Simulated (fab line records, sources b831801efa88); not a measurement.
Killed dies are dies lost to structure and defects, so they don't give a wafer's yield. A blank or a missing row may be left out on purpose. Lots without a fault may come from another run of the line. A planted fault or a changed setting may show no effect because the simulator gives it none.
Which tool did it? | flow sky130 | 12 lots, 36 wafers sampled, at 5 steps of a route of 708

WHAT THE GAUGES READ, wafer by wafer
SKY_LI_CONTACT_RS_MEAS_22: measures by four-point-probe. Usual: LI_CONTACT_W_RS 0.2840 ohm/sq, standard deviation 0.0026.
lot  | measured     | on            | LI_CONTACT_W_RS (ohm/sq) | flag
L649 | day 29 19:04 | film_metro-03 | 0.2839 0.2892 0.2872     |
L651 | day 30 06:07 | film_metro-03 | 0.2825 0.2814 0.2860     |
L653 | day 31 01:14 | film_metro-02 | 0.2788 0.2819 0.2838     |
L654 | day 31 07:01 | film_metro-02 | 0.2841 0.2852 0.2818     |
L656 | day 31 20:51 | film_metro-01 | 0.2863 0.2829 0.2883     |
L657 | day 32 08:25 | film_metro-02 | 0.2880 0.2846 0.2901     |
L658 | day 32 15:37 | film_metro-01 | 0.2815 0.2845 0.2815     |
L659 | day 33 08:50 | film_metro-03 | 0.2846 0.2873 0.2817     |
L660 | day 33 08:52 | film_metro-02 | 0.2860 0.2865 0.2854     |
L661 | day 33 15:56 | film_metro-03 | 0.2863 0.2854 0.2832     |
L668 | day 35 22:46 | film_metro-02 | 0.2880 0.2856 0.2831     |
L670 | day 36 04:07 | film_metro-01 | 0.2871 0.2854 0.2867     |

SKY_VIA2_THK_MEAS_01. Usual: VIA2_HDPCVD_THK 1179 nm, standard deviation 12.
lot  | measured     | on            | VIA2_HDPCVD_THK (nm) | flag
L649 | day 35 20:00 | film_metro-04 | 1174 1168 1180       |
L651 | day 36 06:05 | film_metro-02 | 1195 1182 1187       |
L653 | day 37 00:40 | film_metro-03 | 1199 1207 1186       |
L654 | day 37 04:53 | film_metro-04 | 1184 1184 1190       |
L656 | day 37 18:16 | film_metro-03 | 1190 1180 1160       |
L657 | day 38 03:59 | film_metro-02 | 1166 1172 1190       |
L658 | day 38 11:11 | film_metro-03 | 1192 1179 1186       |
L659 | day 39 03:58 | film_metro-02 | 1180 1173 1176       |
L660 | day 39 03:55 | film_metro-04 | 1185 1187 1186       |
L661 | day 39 09:59 | film_metro-04 | 1175 1180 1184       |
L668 | day 41 10:56 | film_metro-04 | 1177 1176 2170       | OFF
L670 | day 41 16:29 | film_metro-03 | 1158 2166 2181       | OFF

WHICH TOOL RAN EACH LOT (tool, then ch and the chambers of the sampled wafers, then the start)
lot  | SKY_METAL1_SPUTTER_03        | SKY_METAL1_SPUTTER_04        | SKY_VIA2_HDPCVD_00
L649 | pvd_sputter-03, day 32 06:09 | pvd_sputter-03, day 32 06:10 | hdpcvd-01 ch 0,1,2, day 35 19:51
L651 | pvd_sputter-01, day 32 17:12 | pvd_sputter-01, day 32 17:13 | hdpcvd-01 ch 1,2, day 36 05:57
L653 | pvd_sputter-03, day 33 12:23 | pvd_sputter-03, day 33 12:24 | hdpcvd-01 ch 0,1, day 37 00:31
L654 | pvd_sputter-03, day 33 17:02 | pvd_sputter-03, day 33 17:03 | hdpcvd-01 ch 0,1,2, day 37 04:48
L656 | pvd_sputter-02, day 34 06:27 | pvd_sputter-02, day 34 06:28 | hdpcvd-02 ch 0,2, day 37 18:08
L657 | pvd_sputter-02, day 34 18:27 | pvd_sputter-02, day 34 18:28 | hdpcvd-02 ch 0,1,2, day 38 03:52
L658 | pvd_sputter-03, day 35 01:14 | pvd_sputter-03, day 35 01:16 | hdpcvd-01 ch 0,1, day 38 11:04
L659 | pvd_sputter-03, day 35 17:08 | pvd_sputter-03, day 35 17:08 | hdpcvd-01 ch 1,2, day 39 03:49
L660 | pvd_sputter-02, day 35 17:46 | pvd_sputter-02, day 35 17:47 | hdpcvd-02 ch 0,1, day 39 03:46
L661 | pvd_sputter-02, day 36 00:39 | pvd_sputter-02, day 36 00:40 | hdpcvd-01 ch 0,1, day 39 09:52
L668 | pvd_sputter-03, day 38 05:54 | pvd_sputter-03, day 38 05:55 | hdpcvd-02 ch 0,1,2, day 41 10:48
L670 | pvd_sputter-01, day 38 11:01 | pvd_sputter-01, day 38 11:02 | hdpcvd-02 ch 0,2, day 41 16:21
- SKY_METAL1_SPUTTER_03: material Ti, target thk 5 nm, time 3.3 s.
- SKY_METAL1_SPUTTER_04: material TiN, target thk 70 nm, time 58.3 s.
- SKY_VIA2_HDPCVD_00: deposits SiO2, target thk 1180 nm, time 196.7 s.

WHAT THE TOOLS THEMSELVES READ (means of the sampled wafers that have a number; where no wafer has one, the mark that the record gives instead)
SKY_METAL1_SPUTTER_03. Usual: chamber_pressure_pa 0.4000 Pa, standard deviation 0.00081; throttle_valve_pct 30.5 %, standard deviation 1.1.
lot  | tool           | chamber_pressure_pa (Pa) | throttle_valve_pct (%) | flag
L649 | pvd_sputter-03 | 0.3994                   | 32.0                   |
L651 | pvd_sputter-01 | 0.4000                   | 30.1                   |
L653 | pvd_sputter-03 | 0.3996                   | 31.1                   |
L654 | pvd_sputter-03 | 0.4002                   | 31.9                   |
L656 | pvd_sputter-02 | 0.4009                   | 30.4                   |
L657 | pvd_sputter-02 | 0.3997                   | 30.7                   |
L658 | pvd_sputter-03 | 0.4005                   | 31.4                   |
L659 | pvd_sputter-03 | 0.3995                   | 30.7                   |
L660 | pvd_sputter-02 | 0.4011                   | 30.7                   |
L661 | pvd_sputter-02 | 0.3997                   | 30.2                   |
L668 | pvd_sputter-03 | 0.4000                   | 31.3                   |
L670 | pvd_sputter-01 | 0.4006                   | 30.4                   |

SKY_METAL1_SPUTTER_04. Usual: chamber_pressure_pa 0.4000 Pa, standard deviation 0.00074; throttle_valve_pct 30.5 %, standard deviation 1.
lot  | tool           | chamber_pressure_pa (Pa) | throttle_valve_pct (%) | flag
L649 | pvd_sputter-03 | 0.4001                   | 31.9                   |
L651 | pvd_sputter-01 | 0.3996                   | 30.2                   |
L653 | pvd_sputter-03 | 0.4004                   | 31.2                   |
L654 | pvd_sputter-03 | 0.3997                   | 31.9                   |
L656 | pvd_sputter-02 | 0.3998                   | 30.4                   |
L657 | pvd_sputter-02 | 0.3992                   | 30.6                   |
L658 | pvd_sputter-03 | 0.4004                   | 31.1                   |
L659 | pvd_sputter-03 | 0.4003                   | 30.7                   |
L660 | pvd_sputter-02 | 0.4000                   | 30.6                   |
L661 | pvd_sputter-02 | 0.4002                   | 30.3                   |
L668 | pvd_sputter-03 | 0.3994                   | 31.2                   |
L670 | pvd_sputter-01 | 0.4005                   | 30.5                   |

THE ANSWER, worked out from the rows above alone
Rule: a lot is off if the mean of its wafers that have a number lies more than 3 standard deviations from the usual mean. A lot without any number at a reading at which 4 lots or more have one is off too. The other lots that the step has rows for count as sound. The gauges are gone through in route order, then the tools' own readings, and for those a lot's mean is taken as printed above. The first step at which some lot is off is used, and at that step the reading that is off furthest; a lot without a number counts as furthest.
Off: L668, L670, at SKY_VIA2_THK_MEAS_01 (VIA2_HDPCVD_THK).
A tool fits if, at a process step before that reading, it ran every lot that is off, and no sound lot after the first of them. The gauges at SKY_VIA2_THK_MEAS_01 are tried like those tools. One fits: hdpcvd-02 at SKY_VIA2_HDPCVD_00. Its last sound lot is L660 (day 39 03:46), its first lot that is off L668 (day 41 10:48): a fault that began between those two fits.

WHAT THE SIMULATOR HAD PUT IN
Process parameter drift: hdpcvd-02, from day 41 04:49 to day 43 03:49, at SKY_VIA2_HDPCVD_00. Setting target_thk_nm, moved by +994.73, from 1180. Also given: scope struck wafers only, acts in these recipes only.
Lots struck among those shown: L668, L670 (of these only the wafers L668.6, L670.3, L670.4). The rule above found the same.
